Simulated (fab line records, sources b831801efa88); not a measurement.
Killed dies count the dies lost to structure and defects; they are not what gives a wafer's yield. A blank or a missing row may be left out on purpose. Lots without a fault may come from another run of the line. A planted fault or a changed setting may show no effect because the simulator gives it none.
2 desks, one fault / flow sky130 / what lay behind the numbers comes last; until then each desk has only its own

FROM THE METROLOGY DESK
Means of the sampled wafers that have a number, per lot and without regard to the tool the lot ran on: this is what the gauges read. The brackets show how far a lot's mean lies from the usual mean; more than 4 standard deviations puts the lot out of limits, marked OUT.
Columns: A = RES_XHIGH_TW at SKY_RES_XHIGH_TW_MEAS_09, usual 1640; B = SD_N_TW at SKY_SD_N_TW_MEAS_12, usual 3985; C = SD_N_RS at SKY_SD_N_RS_MEAS_16, usual 68.54 ohm/sq
lot=L364; first seen here=day 26 20:34; A=1655; B=4049; C=68.50
lot=L365; first seen here=day 26 22:26; A=1639; B=4030; C=68.55
lot=L369; first seen here=day 29 01:26; A=1617; B=4047; C=68.64
lot=L370; first seen here=day 29 05:50; A=1654; B=4030; C=68.52
lot=L371; first seen here=day 29 14:36; A=1653; B=4022; C=68.47
lot=L375; first seen here=day 31 10:17; A=1640; B=3667 (-6.4) OUT; C=78.33 (+75) OUT
lot=L378; first seen here=day 31 20:10; A=1614; B=3739 (-4.9) OUT; C=78.44 (+76) OUT
lot=L383; first seen here=day 32 23:56; A=1615; B=3905; C=68.49
lot=L384; first seen here=day 33 16:13; A=1601; B=3907; C=68.43
lot=L385; first seen here=day 33 23:40; A=1658; B=3996; C=68.59
This desk reports L375, L378 out of limits; the earliest was L375 at day 32 14:23 (SD_N_TW at SKY_SD_N_TW_MEAS_12). L364, L365, L369, L370, L371, L383, L384, L385: within limits.

FOR THE TOOL OWNER'S DESK: implanter-03
The tool's own readings at SKY_SD_N_IMPLANT_09, given as means over the sampled wafers that have a number, one for each lot that went through this tool. The brackets show how far a lot's mean lies from the usual mean; more than 4 standard deviations puts the lot out of limits, marked OUT.
Columns: A = beam-energy-keV at SKY_SD_N_IMPLANT_09, usual 50.001; B = tilt-deg at SKY_SD_N_IMPLANT_09, usual -0.001 degrees
lot=L364; first seen here=day 27 23:14; A=50.002; B=-0.015
lot=L365; first seen here=day 28 00:26; A=49.997; B=-0.006
lot=L371; first seen here=day 30 19:25; A=50.002; B=0.012
lot=L375; first seen here=day 32 14:02; A=37.546 (-99 or more) OUT; B=-0.025
lot=L378; first seen here=day 32 22:56; A=37.545 (-99 or more) OUT; B=0.005
Finding of this desk: L375, L378 out of limits; the first was L375 at day 32 14:02, on beam-energy-keV at SKY_SD_N_IMPLANT_09. L364, L365, L371: within limits.

TAKEN TOGETHER
At day 32 14:02, on L375, L378, the tool owner's desk was in a position to raise an alarm.
The metrology desk could have raised an alarm at day 32 14:23, on L375, L378.
The lots listed all ran SKY_SD_N_IMPLANT_09 on implanter-03.

WHAT THE SIMULATOR HAD PUT IN
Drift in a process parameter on implanter-03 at SKY_SD_N_IMPLANT_09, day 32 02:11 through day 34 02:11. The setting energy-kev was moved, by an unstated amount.
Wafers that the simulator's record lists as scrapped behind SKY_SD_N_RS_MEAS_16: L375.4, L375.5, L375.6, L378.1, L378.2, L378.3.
Shown lots that were struck: L375, L378.
Time in hours from fault onset to the first out-of-limits reading at each desk: tool owner's desk 12, metrology desk 12.
